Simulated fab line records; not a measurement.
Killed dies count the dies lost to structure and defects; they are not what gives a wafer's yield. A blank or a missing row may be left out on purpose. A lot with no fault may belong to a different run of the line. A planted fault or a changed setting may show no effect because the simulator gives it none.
Comparing a struck lot with a sound one	flow sky130	15 steps out of a route of 708
Sound: these wafers, L530.2, L530.4, L530.5. The struck wafers were L527.1, L527.2, L527.5. The cause is named last.
At each step with rows: each side's tool, then ch and its chambers, then its first start. Under that, the readings that differ: sound wafers	struck wafers	difference of the means	sigmas: that difference in standard deviations of wafers without a fault.
alike: same words and numbers on both sides, and readings whose means sit less than 2 such deviations apart. not compared: any withheld reading, any reading some wafer has no value for, any bound like >300 that may hide the same value, and any number with overlapping values for which the record gives no deviation.
A row with sigmas, a row that says differs or no value, or rows on one side alone: a step with any of these is where the two part. Numbers that don't overlap but have no deviation are shown without sigmas and don't part them. Lack of a reading on every wafer of one side parts them only where that side has two or more wafers.

first, 1 step without rows for these wafers: SKY_LDD_P_IMPLANT_09.
SKY_LDD_P_STRIP_10: strips in O2/N2.
  sound on plasma asher-01 ch 0, day 24 20:06; struck on plasma asher-01 ch 0,1, day 23 17:39
  alike: drypump motor current A, n2 flow sccm, oes product au, strip time to endpoint s
  not compared: rf hours counter h
SKY_LDD_P_TW_MEAS_11:
  struck on film metro-03, day 23 17:45; sound on film metro-03, day 24 20:13
  alike: LDD_P_TW
then, 7 steps without rows for these wafers: SKY_LDD_HVN_DEHYDRATE_00 (time 60 s); SKY_LDD_HVN_HMDS_01 (prime time 60 s); SKY_LDD_HVN_COAT_02 (resist thk 300 nm); SKY_LDD_HVN_SOFTBAKE_03 (time 60 s); SKY_LDD_HVN_EXPOSE_04 (exposes mask HVNTM, target cd 700 nm); SKY_LDD_HVN_PEB_05; SKY_LDD_HVN_DEVELOP_06 (develop time 60 s).
SKY_LDD_HVN_OVL_MEAS_07:
  struck on overlay-01, day 24 22:40; sound on overlay-01, day 26 01:26
  alike: LDD_HVN_OVL
after that, 1 step had no rows for these wafers: SKY_LDD_HVN_IMPLANT_08.
SKY_LDD_HVN_STRIP_09: strips in O2/N2.
  sound on plasma asher-04 ch 0,1, day 26 01:37; struck on plasma asher-01 ch 0,1, day 24 22:51
reading	sound	struck	difference	sigmas
n2 flow sccm (sccm)	300.0 300.1 299.5	238.9 240.4 241.3	-59.7	-69
  alike: drypump motor current A, oes product au, strip time to endpoint s
  not compared: rf hours counter h
SKY_LDD_HVN_TW_MEAS_10:
  struck on film metro-04, day 24 22:57; sound on film metro-01, day 26 01:44
  alike: LDD_HVN_TW
-- record jumps: 24 days separate the struck wafers' starts on either side; left off in module LDD_HVN, taken up again in module PAD_OPEN, whose first shown step is the route's number 708 --
SKY_PAD_OPEN_PROBE_99:
  struck on prober-02, day 48 13:35; sound on prober-01, day 49 02:46
  alike: killed_at_M0_to_M3, killed_at_M4_up, killed at contacts, killed at front end, killed at other, killed dies, killed on rim, killed open, killed short

WHERE THEY PART
Only at SKY_LDD_HVN_STRIP_09, within this record. Later steps at which nothing parts them and some readings are alike: SKY_LDD_HVN_TW_MEAS_10, SKY_PAD_OPEN_PROBE_99.

WHY: the cause the simulator had injected
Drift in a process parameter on plasma asher-01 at SKY_LDD_HVN_STRIP_09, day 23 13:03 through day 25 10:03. Setting n2 flow sccm shifted by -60 from 300. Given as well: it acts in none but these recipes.
